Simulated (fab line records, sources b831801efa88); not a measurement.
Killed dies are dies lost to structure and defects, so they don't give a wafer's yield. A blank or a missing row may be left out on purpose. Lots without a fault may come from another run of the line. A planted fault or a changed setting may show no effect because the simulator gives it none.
One fault seen from 2 desks | flow gf180mcu | each desk has only its own numbers; what lay behind them comes last

THE METROLOGY DESK
What the gauges read, lot by lot, whatever tool the lot ran on: means of the sampled wafers that have a number. A lot is out of limits, marked OUT, if its mean lies more than 4 standard deviations from the usual mean; the brackets give that distance.
Columns: A = V5_OVL at GF_V5_OVL_MEAS_15, usual 2 nm
lot  | first seen here | A
L642 | day 27 05:41    | 5
L643 | day 27 15:04    | 3
L648 | day 29 04:33    | -0
L650 | day 29 22:02    | -11
L651 | day 30 01:17    | 4
L654 | day 30 18:14    | -3
L655 | day 31 02:19    | 1
L656 | day 31 05:01    | 2
L657 | day 31 21:38    | 2
L658 | day 31 23:32    | 1
L659 | day 32 09:39    | 4
L661 | day 32 14:49    | -4
L662 | day 32 19:35    | 13
L663 | day 33 01:19    | 9
L665 | day 33 09:58    | 4
This desk's finding: nothing out of limits on any of the 15 lots.

THE TOOL OWNER'S DESK: rie_metal-01
The tool's own readings at GF_TOP_METAL_METAL_ETCH_16 (etches the open film in Cl2/BCl3, stops on SiO2, target depth 1077.5 nm, time 179.6 s): means of the sampled wafers that have a number, for each lot that ran on this tool. A lot is out of limits, marked OUT, if its mean lies more than 4 standard deviations from the usual mean; the brackets give that distance.
Columns: A = drypump_motor_current_A at GF_TOP_METAL_METAL_ETCH_16, usual 5.6 A; B = mfc_cl2_sccm at GF_TOP_METAL_METAL_ETCH_16, usual 80.00 sccm; C = oes_product_au at GF_TOP_METAL_METAL_ETCH_16, usual 0.964 a.u.; D = throttle_valve_pct at GF_TOP_METAL_METAL_ETCH_16, usual 28.259 %
lot  | first seen here | A   | B     | C     | D
L648 | day 30 00:59    | 6.4 | 80.00 | 0.936 | 28.287
L650 | day 30 17:39    | 6.4 | 79.93 | 0.937 | 28.294
L651 | day 30 21:37    | 6.4 | 80.00 | 0.938 | 28.284
L662 | day 33 12:34    | 6.4 | 80.26 | 0.967 | 28.268
This desk's finding: nothing out of limits on any of the 4 lots.

PUT TOGETHER
The metrology desk saw nothing out of limits.
The tool owner's desk saw nothing out of limits.

WHAT THE SIMULATOR HAD PUT IN
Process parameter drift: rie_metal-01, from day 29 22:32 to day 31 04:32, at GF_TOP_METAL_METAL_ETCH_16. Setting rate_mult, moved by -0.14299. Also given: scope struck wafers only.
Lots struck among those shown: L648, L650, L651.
